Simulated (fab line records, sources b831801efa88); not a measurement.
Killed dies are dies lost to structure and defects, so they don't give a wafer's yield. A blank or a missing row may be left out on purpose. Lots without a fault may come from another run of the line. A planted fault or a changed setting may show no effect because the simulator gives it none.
A struck lot beside a sound one | flow gf180mcu | 19 steps out of a route of 602
Sound: wafers L867.1, L867.3, L867.6. Struck: wafers L863.3, L863.4, L863.5. The cause comes at the end.
At each step with rows: each side's tool, then ch and its chambers, then its first start. Under that, the readings that differ: sound wafers | struck wafers | difference of the means | sigmas: that difference in standard deviations of wafers without a fault.
alike: readings whose means differ by less than 2 such deviations, and words and numbers that are the same on both sides. not compared: withheld readings, readings that some wafer has no value for, bounds like >300 that may hide the same value, and numbers for which the record gives no deviation and whose values overlap.
The two part at a step that has a row with sigmas, a row that says differs or no value, or rows on one side only. Numbers that don't overlap but have no deviation are shown without sigmas and don't part them. A reading that every wafer of one side lacks parts them only if that side has two wafers or more.

GF_V1_THK_MEAS_25: measures by xrf.
  sound on film_metro-03, day 23 12:29; struck on film_metro-01, day 21 22:21
  alike: V1_W_THK
GF_V1_CMP_26: polishes, stops on SiO2, t overpolish 15 s, target thk 0 nm.
  sound on cmp-02 ch 2,3, day 23 12:32; struck on cmp-02 ch 0,2,3, day 21 22:29
  alike: motor_current_A, overpolish_run_s, slurry_flow_ml_min, time_to_endpoint_s
GF_M2_SPUTTER_00: material Ti, target thk 37.5 nm, time 150 s.
  sound on pvd_sputter-01, day 23 12:50; struck on pvd_sputter-02, day 21 22:41
  alike: throttle_valve_pct
GF_M2_SPUTTER_01: material TiN, target thk 30 nm, time 25 s.
  sound on pvd_sputter-01, day 23 12:56; struck on pvd_sputter-02, day 21 22:47
  alike: throttle_valve_pct
then, 1 step without rows for these wafers: GF_M2_SPUTTER_02 (material AlCu, target thk 450 nm, time 23.9 s).
GF_M2_SPUTTER_03: material Ti, target thk 10 nm, time 6.7 s.
  sound on pvd_sputter-01, day 23 13:00; struck on pvd_sputter-02, day 21 22:51
  alike: throttle_valve_pct
GF_M2_SPUTTER_04: material TiN, target thk 50 nm, time 41.7 s.
  sound on pvd_sputter-01, day 23 13:01; struck on pvd_sputter-02, day 21 22:52
  alike: throttle_valve_pct
GF_M2_RS_MEAS_05: measures by four-point-probe.
  sound on film_metro-01, day 23 13:04; struck on film_metro-01, day 21 22:57
  alike: M2_ALCU_RS
GF_M2_THK_MEAS_06: measures by xrf.
  sound on film_metro-01, day 23 13:11; struck on film_metro-01, day 21 23:03
  alike: M2_ALCU_THK
then, 3 steps without rows for these wafers: GF_M2_DEHYDRATE_07 (time 60 s); GF_M2_HMDS_08 (prime time 60 s); GF_M2_COAT_09 (resist thk 1000 nm).
GF_M2_SOFTBAKE_10: time 60 s.
  sound on litho_track-02 ch 0, day 24 00:12; struck on litho_track-04 ch 0, day 22 10:37
  reading                  | sound             | struck               | difference | sigmas
  heater_power_total_W (W) | 93.05 93.03 93.05 | 102.83 102.90 102.99 | +9.86      | +99 or more
  run_length_s (s)         | 89.04 89.03 89.16 | 73.14 73.14 73.07    | -15.96     | -94
then, 3 steps without rows for these wafers: GF_M2_EXPOSE_11 (exposes mask Metal2, target cd 280 nm); GF_M2_PEB_12 (peb time 90 s); GF_M2_DEVELOP_13 (develop time 60 s).
GF_M2_CD_MEAS_14: target cd 280 nm.
  sound on cd_sem-01, day 24 11:32; struck on cd_sem-02, day 22 21:51
  reading    | sound             | struck            | difference | sigmas
  cd_nm (nm) | 280.7 280.2 280.2 | 284.9 284.2 283.9 | +4.0       | +3
GF_M2_OVL_MEAS_15:
  sound on overlay-02, day 24 11:39; struck on overlay-02, day 22 21:56
  alike: M2_OVL
GF_PASSIVATION_PROBE_99:
  the record has rows for the sound wafers here (prober-01, day 33 03:11) and none for the struck ones

WHERE THEY PART
First at GF_M2_SOFTBAKE_10; last, within this record, at GF_PASSIVATION_PROBE_99.

WHY: what the simulator had put in
Process parameter drift: litho_track-04, from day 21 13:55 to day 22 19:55, at GF_M2_SOFTBAKE_10. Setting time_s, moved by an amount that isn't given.
